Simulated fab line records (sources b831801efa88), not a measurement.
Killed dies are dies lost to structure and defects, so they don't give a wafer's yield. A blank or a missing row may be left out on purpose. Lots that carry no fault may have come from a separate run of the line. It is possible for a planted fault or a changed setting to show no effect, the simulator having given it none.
Which of the tools did it?	flow sky130	Sampling: 11 lots, 33 wafers, 6 of 708 route steps

== WHAT THE GAUGES READ, wafer by wafer ==
SKY_LOCAL_INTERCONNECT_RS_MEAS_01: the measuring method here is four-point-probe.
lot	measured	on	LOCAL_INTERCONNECT_TIN_RS (ohm/sq)
L350	day 28 14:53	film metro-04	14.20 14.24 14.53
L353	day 29 22:12	film metro-04	14.31 14.34 14.16
L356	day 30 23:09	film metro-04	14.27 14.21 14.26
L359	day 32 01:51	film metro-04	14.04 14.08 14.06
L360	day 32 07:01	film metro-02	14.21 13.98 14.32
L361	day 32 15:10	film metro-04	14.10 14.06 13.92
L362	day 32 23:47	film metro-01	14.09 14.41 14.32
L366	day 35 03:46	film metro-04	15.19 14.01 14.31
L367	day 35 07:13	film metro-02	14.07 15.20 14.15
L370	day 36 11:49	film metro-04	14.22 14.09 14.47
L373	day 38 04:31	film metro-01	14.33 14.10 14.13

SKY_LOCAL_INTERCONNECT_THK_MEAS_02: measures by xrf.
lot	measured	on	LOCAL_INTERCONNECT_TIN_THK (nm)
L350	day 28 15:01	film metro-04	98.8 98.2 96.2
L353	day 29 22:19	film metro-04	97.7 97.3 98.9
L356	day 30 23:16	film metro-04	97.8 98.3 98.3
L359	day 32 01:58	film metro-04	99.1 99.0 99.4
L360	day 32 07:08	film metro-02	97.0 98.8 96.7
L361	day 32 15:16	film metro-04	98.9 99.3 100.3
L362	day 32 23:54	film metro-01	98.1 96.9 97.1
L366	day 35 03:53	film metro-04	92.3 99.7 97.6
L367	day 35 07:19	film metro-02	98.7 91.7 97.9
L370	day 36 11:56	film metro-04	98.3 99.0 96.7
L373	day 38 04:38	film metro-01	97.2 98.5 98.7

SKY_METAL1_OVL_MEAS_16.
lot	measured	on	METAL1_OVL (nm)
L350	day 32 04:53	overlay-01	1 -5 -8
L353	day 33 12:04	overlay-01	-6 0 -4
L356	day 34 10:53	overlay-02	-8 -6 -10
L359	day 35 11:38	overlay-01	5 4 2
L360	day 35 18:34	overlay-02	-2 -6 -3
L361	day 36 00:52	overlay-01	7 11 7
L362	day 36 10:50	overlay-01	6 2 4
L366	day 38 13:04	overlay-01	5 7 5
L367	day 38 16:26	overlay-02	-1 5 2
L370	day 39 19:16	overlay-02	0 -1 0
L373	day 41 10:01	overlay-01	-6 -1 -3

SKY_VIA1_OVL_MEAS_13.
lot	measured	on	VIA1_OVL (nm)
L350	day 33 09:17	overlay-02	-5 -10 -11
L353	day 34 16:10	overlay-01	-7 -11 -10
L356	day 35 14:46	overlay-01	0 -5 0
L359	day 36 15:40	overlay-01	-1 7 -5
L360	day 36 21:56	overlay-01	9 0 1
L361	day 37 04:50	overlay-01	-13 -10 -10
L362	day 37 14:52	overlay-02	-6 0 -1
L366	day 39 15:20	overlay-02	-7 -8 -8
L367	day 39 18:35	overlay-01	-1 -5 -1
L370	day 40 21:28	overlay-01	4 -1 3
L373	day 42 11:26	overlay-01	-4 -13 0

== EACH LOT AND THE TOOL THAT RAN IT (in order: tool; ch and the chambers of the sampled wafers; start) ==
lot	SKY_LOCAL_INTERCONNECT_SPUTTER_00	SKY_LOCAL_INTERCONNECT_METAL_ETCH_14
L350	pvd sputter-01, day 28 14:50	rie metal-01 ch 0,1, day 29 18:16
L353	pvd sputter-02, day 29 22:08	rie metal-02 ch 0,1, day 31 02:52
L356	pvd sputter-03, day 30 23:05	rie metal-03 ch 0,1, day 32 03:16
L359	pvd sputter-03, day 32 01:46	rie metal-01 ch 0,1, day 33 04:05
L360	pvd sputter-01, day 32 06:56	rie metal-03 ch 0,1, day 33 09:52
L361	pvd sputter-03, day 32 15:05	rie metal-02 ch 0, day 33 18:01
L362	pvd sputter-01, day 32 23:43	rie metal-01 ch 0,1, day 34 03:02
L366	pvd sputter-01, day 35 03:42	rie metal-02 ch 0, day 36 05:26
L367	pvd sputter-01, day 35 07:07	rie metal-03 ch 0,1, day 36 10:17
L370	pvd sputter-02, day 36 11:44	rie metal-02 ch 0,1, day 37 14:28
L373	pvd sputter-02, day 38 04:28	rie metal-02 ch 1, day 39 06:33
- SKY_LOCAL_INTERCONNECT_SPUTTER_00: material TiN, target thk 100 nm, time 83.3 s.
- SKY_LOCAL_INTERCONNECT_METAL_ETCH_14: etches TiN in Cl2/BCl3, stops on PSG, target depth 110 nm, time 31.4 s.

== AS READ BY THE TOOLS THEMSELVES (means over the sampled wafers that have a number; for cases with no such wafer, the mark the record gives instead) ==
SKY_LOCAL_INTERCONNECT_SPUTTER_00.
lot	tool	cathode dc power W (W)	throttle valve pct (%)
L350	pvd sputter-01	6499.8	31.3
L353	pvd sputter-02	6500.1	29.5
L356	pvd sputter-03	6500.1	30.6
L359	pvd sputter-03	6499.0	30.6
L360	pvd sputter-01	6499.8	30.2
L361	pvd sputter-03	6499.7	29.2
L362	pvd sputter-01	6500.3	30.4
L366	pvd sputter-01	6347.0	31.1
L367	pvd sputter-01	6347.6	30.4
L370	pvd sputter-02	6500.0	29.7
L373	pvd sputter-02	6501.4	30.2

SKY_LOCAL_INTERCONNECT_METAL_ETCH_14.
lot	tool	drypump motor current A (A)	oes product au (a.u.)	throttle valve pct (%)
L350	rie metal-01	5.5	0.932	21.901
L353	rie metal-02	5.3	0.939	21.906
L356	rie metal-03	5.2	0.940	21.905
L359	rie metal-01	5.5	0.945	21.892
L360	rie metal-03	5.4	0.939	21.899
L361	rie metal-02	6.2	0.946	21.906
L362	rie metal-01	5.5	0.935	21.903
L366	rie metal-02	6.2	0.929	21.918
L367	rie metal-03	5.2	0.931	21.901
L370	rie metal-02	5.3	0.938	21.906
L373	rie metal-02	4.9	0.944	21.905

== THE ANSWER, worked out from the rows above alone ==
Rule: usual is defined by the lots themselves. The widest of any qualifying gaps counts: lots, ordered by their means at a reading, are off when they make up no more than a third of the lots, leave a main group of 4 or more, and stand apart from it by 3 or more times the standard deviation of that group's means. The tables above print the reading to a certain number of digits; a main group whose means all agree to those digits is not used. Also off: a lot with no number at a reading for which 4 or more lots have one. Where the step has rows for the other lots, those lots are counted as sound. Order of review: gauges by route order, followed by the tools' own readings, for which a lot's mean as printed above is used. At the first step where some lot is off, the reading lying furthest off is the one used; lots without a number count as furthest.
Off: L366, L367, at SKY_LOCAL_INTERCONNECT_SPUTTER_00 (cathode dc power W). The main group has a mean of 6500.0 W with a standard deviation of 0.6.
A tool fits if, at that step or a process step before it, it ran every lot that is off, and no sound lot after the first of them. One candidate fits, namely pvd sputter-01 at SKY_LOCAL_INTERCONNECT_SPUTTER_00. Its last sound lot is L362 (day 32 23:43), its first lot that is off L366 (day 35 03:42): a fault that began between those two fits.
The tool's own readings at SKY_LOCAL_INTERCONNECT_SPUTTER_00 bear it out: on the lots that are off they differ by more than 5 times the standard deviation of the sound lots' means. cathode dc power W reads 6347.3 W there against 6500.0 W on the sound lots.

== WHAT THE SIMULATOR HAD PUT IN ==
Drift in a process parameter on pvd sputter-01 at SKY_LOCAL_INTERCONNECT_SPUTTER_00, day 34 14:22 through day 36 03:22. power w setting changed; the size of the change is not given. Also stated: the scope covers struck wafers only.
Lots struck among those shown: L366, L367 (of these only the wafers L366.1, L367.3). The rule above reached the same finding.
